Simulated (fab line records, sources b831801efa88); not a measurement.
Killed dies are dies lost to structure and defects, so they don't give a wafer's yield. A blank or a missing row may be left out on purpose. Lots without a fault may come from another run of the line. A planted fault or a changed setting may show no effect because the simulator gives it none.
A struck lot beside a sound one | flow gf180mcu | 15 steps out of a route of 602
Sound: wafers L471.1, L471.2, L471.5. Struck: wafers L460.1, L460.3, L460.4. The cause comes at the end.
At each step with rows: each side's tool, then ch and its chambers, then its first start. Under that, the readings that differ: sound wafers | struck wafers | difference of the means | sigmas: that difference in standard deviations of wafers without a fault.
alike: readings whose means differ by less than 2 such deviations, and words and numbers that are the same on both sides. not compared: withheld readings, readings that some wafer has no value for, bounds like >300 that may hide the same value, and numbers for which the record gives no deviation and whose values overlap.
The two part at a step that has a row with sigmas, a row that says differs or no value, or rows on one side only. Numbers that don't overlap but have no deviation are shown without sigmas and don't part them. A reading that every wafer of one side lacks parts them only if that side has two wafers or more.

first, 7 steps without rows for these wafers: GF_V3_HMDS_07 (prime time 60 s); GF_V3_COAT_08; GF_V3_COAT_09 (resist thk 1000 nm); GF_V3_SOFTBAKE_10 (time 60 s); GF_V3_EXPOSE_11 (exposes mask Via3, target cd 260 nm); GF_V3_PEB_12 (peb time 90 s); GF_V3_DEVELOP_13 (develop time 60 s).
GF_V3_CD_MEAS_14: target cd 260 nm.
  sound on cd_sem-02, day 28 03:30; struck on cd_sem-01, day 24 13:43
  reading    | sound             | struck            | difference | sigmas
  cd_nm (nm) | 258.2 258.8 258.3 | 262.3 261.6 261.3 | +3.3       | +3
GF_V3_OVL_MEAS_15:
  sound on overlay-02, day 28 03:37; struck on overlay-02, day 24 13:50
  alike: V3_OVL
GF_V3_ETCH_16: etches BARC in N2/H2.
  sound on rie_diel-03 ch 0,1,3, day 28 03:39; struck on rie_diel-01 ch 0,3, day 24 13:53
  alike: drypump_motor_current_A, n2_flow_sccm, oes_product_au, throttle_valve_pct
GF_V3_ETCH_17: etches SiO2 in C4F8/O2/Ar, stops on TiN, target depth 635 nm.
  sound on rie_diel-03 ch 0,1,3; struck on rie_diel-01 ch 0,3
  alike: oes_product_au
GF_V3_STRIP_18: strips in O2/N2.
  sound on plasma_asher-01 ch 0,1, day 28 03:47; struck on plasma_asher-03 ch 0,1, day 24 14:01
  alike: chamber_pressure_mTorr, drypump_motor_current_A, heater_power_w, n2_flow_sccm, oes_product_au
  not compared: rf_hours_counter_h
GF_V3_STRIP_19: strips in post etch residue remover, time 1200 s.
  sound on wet_bench-04 ch 3, day 28 03:53; struck on wet_bench-02 ch 1, day 24 14:07
  no value came back on the struck wafers for bath_guard_temp_C (C), bath_heat_duty_pct (%); on the sound wafers bath_guard_temp_C (C) reads 71.8 71.4 71.3
then, 1 step without rows for these wafers: GF_V3_CLEAN_20 (cleans in DIW).
-- the record jumps here: 6 days lie between the struck wafers' starts before and after (it left off in module V3 and takes up again in module PASSIVATION, whose first step shown is number 602 of the route) --
GF_PASSIVATION_PROBE_99:
  sound on prober-01, day 33 19:20; struck on prober-02, day 30 20:43
  reading                       | sound             | struck            | difference | sigmas
  model.etest.via3_chain.rc_ohm | 6.503 6.756 6.266 | 7.997 7.622 7.662 | +1.252     |

WHERE THEY PART
First at GF_V3_CD_MEAS_14; last, within this record, at GF_V3_STRIP_19.

WHY: what the simulator had put in
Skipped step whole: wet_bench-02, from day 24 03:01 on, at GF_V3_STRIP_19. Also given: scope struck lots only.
